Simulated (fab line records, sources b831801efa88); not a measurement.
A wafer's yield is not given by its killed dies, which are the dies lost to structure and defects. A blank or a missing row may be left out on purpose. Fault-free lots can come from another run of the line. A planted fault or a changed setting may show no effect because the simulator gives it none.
Which tool is to blame? | flow sky130 | 12 lots with 36 wafers sampled at 5 steps, on a route of 708 steps

WHAT THE GAUGES READ, wafer by wafer
SKY_VT_ADJUST_PCH_TW_MEAS_10. Usual: VT_ADJUST_PCH_TW gives 142.5 (standard deviation 0.67).
lot  | measured     | on            | VT_ADJUST_PCH_TW  | flag
L875 | day 11 03:27 | film_metro-04 | 142.9 143.3 142.7 |
L880 | day 12 14:38 | film_metro-04 | 135.3 134.0 134.5 | OFF
L881 | day 12 18:28 | film_metro-03 | 135.3 133.7 134.1 | OFF
L883 | day 13 15:20 | film_metro-04 | 142.5 142.6 143.2 |
L886 | day 14 15:04 | film_metro-04 | 142.8 142.0 141.3 |
L888 | day 15 01:26 | film_metro-04 | 143.8 142.4 142.8 |
L889 | day 15 10:25 | film_metro-03 | 141.8 143.0 142.5 |
L890 | day 15 19:34 | film_metro-04 | 143.2 143.5 142.6 |
L892 | day 16 19:40 | film_metro-04 | 141.9 141.6 142.1 |
L893 | day 16 22:24 | film_metro-03 | 142.6 142.7 143.6 |
L894 | day 17 04:08 | film_metro-04 | 141.7 141.3 142.2 |
L895 | day 17 11:40 | film_metro-04 | 140.6 142.1 141.4 |

SKY_SONOS_ONO_CD_MEAS_13: the cd target is 410 nm. Usual: cd_nm 409.9 nm, standard deviation 2.5.
lot  | measured     | on        | cd_nm (nm)        | flag
L875 | day 13 10:28 | cd_sem-02 | 408.4 411.5 411.6 |
L880 | day 15 06:45 | cd_sem-02 | 413.4 408.0 410.3 |
L881 | day 15 07:01 | cd_sem-01 | 408.1 408.0 409.5 |
L883 | day 16 00:14 | cd_sem-02 | 409.1 407.6 406.6 |
L886 | day 17 04:58 | cd_sem-02 | 413.7 413.6 414.8 |
L888 | day 17 15:05 | cd_sem-02 | 409.7 409.5 411.9 |
L889 | day 18 00:12 | cd_sem-01 | 409.0 409.5 408.9 |
L890 | day 18 09:21 | cd_sem-01 | 408.6 407.6 408.3 |
L892 | day 19 12:53 | cd_sem-01 | 411.6 410.6 409.2 |
L893 | day 19 15:58 | cd_sem-01 | 412.7 413.4 412.4 |
L894 | day 19 20:56 | cd_sem-02 | 409.2 409.0 408.7 |
L895 | day 20 06:48 | cd_sem-01 | 413.8 415.5 416.1 |

SKY_GATE_OXIDE_THK_MEAS_02. Usual: GATE_OXIDE_OXIDATION_00_THK gives 10.24 nm (standard deviation 0.18).
lot  | measured     | on            | GATE_OXIDE_OXIDATION_00_THK (nm) | flag
L875 | day 13 19:16 | film_metro-04 | 10.26 10.18 10.34                |
L880 | day 15 08:45 | film_metro-04 | 10.07 10.10 10.34                |
L881 | day 15 09:02 | film_metro-03 | 10.39 10.38 10.32                |
L883 | day 16 02:07 | film_metro-04 | 10.29 10.29 10.20                |
L886 | day 17 06:49 | film_metro-01 | 10.47 10.44 10.29                |
L888 | day 17 16:58 | film_metro-01 | 10.08 10.10 10.09                |
L889 | day 18 02:33 | film_metro-03 | 10.14 9.75 10.03                 |
L890 | day 18 11:17 | film_metro-04 | 10.52 10.34 10.53                |
L892 | day 19 14:45 | film_metro-01 | 10.16 10.16 10.18                |
L893 | day 19 18:01 | film_metro-03 | 10.18 10.09 10.08                |
L894 | day 20 00:51 | film_metro-01 | 10.18 10.21 10.14                |
L895 | day 20 09:43 | film_metro-01 | 10.22 10.26 10.16                |

TOOL THAT RAN EACH LOT (tool first, then ch and the chambers of the sampled wafers, then the start)
lot  | SKY_PWDE_STRIP_09                   | SKY_VT_ADJUST_PCH_IMPLANT_08
L875 | plasma_asher-02 ch 0,1, day 4 06:12 | implanter-03 ch 0, day 11 03:14
L880 | plasma_asher-04 ch 0,1, day 5 10:32 | implanter-03 ch 0, day 12 14:25
L881 | plasma_asher-03 ch 0,1, day 5 14:52 | implanter-03 ch 0, day 12 18:13
L883 | plasma_asher-02 ch 0,1, day 6 04:13 | implanter-01 ch 0, day 13 15:07
L886 | plasma_asher-03 ch 0,1, day 6 23:38 | implanter-02 ch 0, day 14 14:51
L888 | plasma_asher-02 ch 0,1, day 7 07:19 | implanter-01 ch 0, day 15 01:13
L889 | plasma_asher-03 ch 0,1, day 7 13:44 | implanter-01 ch 0, day 15 10:10
L890 | plasma_asher-03 ch 0,1, day 7 20:36 | implanter-03 ch 0, day 15 19:19
L892 | plasma_asher-02 ch 0,1, day 8 15:08 | implanter-02 ch 0, day 16 19:26
L893 | plasma_asher-04 ch 0,1, day 8 15:29 | implanter-03 ch 0, day 16 22:09
L894 | plasma_asher-02 ch 0,1, day 8 20:54 | implanter-02 ch 0, day 17 03:55
L895 | plasma_asher-02 ch 0,1, day 9 00:59 | implanter-03 ch 0, day 17 11:26
- SKY_PWDE_STRIP_09: strips in O2/N2.
- SKY_VT_ADJUST_PCH_IMPLANT_08

WHAT THE TOOLS THEMSELVES READ (means of the sampled wafers that have a number; where no wafer has one, the mark that the record gives instead)
SKY_PWDE_STRIP_09. Usual: drypump_motor_current_A 5.68 A, standard deviation 0.25; oes_product_au 0.722 a.u., standard deviation 0.0043; strip_time_to_endpoint_s 36.96 s, standard deviation 0.12.
lot  | tool            | drypump_motor_current_A (A) | oes_product_au (a.u.) | strip_time_to_endpoint_s (s) | flag
L875 | plasma_asher-02 | 5.52                        | 0.717                 | 36.89                        |
L880 | plasma_asher-04 | 5.57                        | 0.722                 | 36.90                        |
L881 | plasma_asher-03 | 5.94                        | 0.721                 | 37.02                        |
L883 | plasma_asher-02 | 5.51                        | 0.724                 | 36.75                        |
L886 | plasma_asher-03 | 5.95                        | 0.724                 | 36.99                        |
L888 | plasma_asher-02 | 5.47                        | 0.723                 | 37.12                        |
L889 | plasma_asher-03 | 5.95                        | 0.719                 | 36.77                        |
L890 | plasma_asher-03 | 5.93                        | 0.722                 | 36.99                        |
L892 | plasma_asher-02 | 5.52                        | 0.721                 | 37.01                        |
L893 | plasma_asher-04 | 5.57                        | 0.724                 | 36.88                        |
L894 | plasma_asher-02 | 5.51                        | 0.721                 | 37.09                        |
L895 | plasma_asher-02 | 5.52                        | 0.721                 | 37.03                        |

SKY_VT_ADJUST_PCH_IMPLANT_08. Usual: dose_ions_cm2 5e+11, standard deviation 5e+08; faraday_current_uA 2.82, standard deviation 0.055.
lot  | tool         | dose_ions_cm2 | faraday_current_uA | flag
L875 | implanter-03 | 5e+11         | 2.83               |
L880 | implanter-03 | 4e+11         | 2.26               | OFF
L881 | implanter-03 | 4e+11         | 2.29               | OFF
L883 | implanter-01 | 5e+11         | 2.80               |
L886 | implanter-02 | 5e+11         | 2.82               |
L888 | implanter-01 | 5e+11         | 2.81               |
L889 | implanter-01 | 5e+11         | 2.80               |
L890 | implanter-03 | 5e+11         | 2.88               |
L892 | implanter-02 | 5e+11         | 2.83               |
L893 | implanter-03 | 5e+11         | 2.81               |
L894 | implanter-02 | 5e+11         | 2.83               |
L895 | implanter-03 | 5e+11         | 2.84               |

THE ANSWER, worked out from the rows above alone
Rule: a lot counts as off when the mean over its wafers that have a number is more than 3 standard deviations away from the usual mean. Also off: a lot with no number at a reading for which 4 or more lots have one. Where the step has rows for the other lots, those lots are counted as sound. Order of review: gauges by route order, followed by the tools' own readings, for which a lot's mean as printed above is used. The first step at which some lot is off is used, and at that step the reading that is off furthest; a lot without a number counts as furthest.
Off: L880, L881, seen at SKY_VT_ADJUST_PCH_TW_MEAS_10 (VT_ADJUST_PCH_TW).
If a tool, at a process step before that reading, ran all the lots that are off and no sound lot after the first of them, it fits. Not tried: the gauges at SKY_VT_ADJUST_PCH_TW_MEAS_10; whatever is off there is also off at SKY_VT_ADJUST_PCH_IMPLANT_08, on other tools, and gauge error can't account for it. None of those tried fits.

WHAT HAD BEEN PUT IN BY THE SIMULATOR
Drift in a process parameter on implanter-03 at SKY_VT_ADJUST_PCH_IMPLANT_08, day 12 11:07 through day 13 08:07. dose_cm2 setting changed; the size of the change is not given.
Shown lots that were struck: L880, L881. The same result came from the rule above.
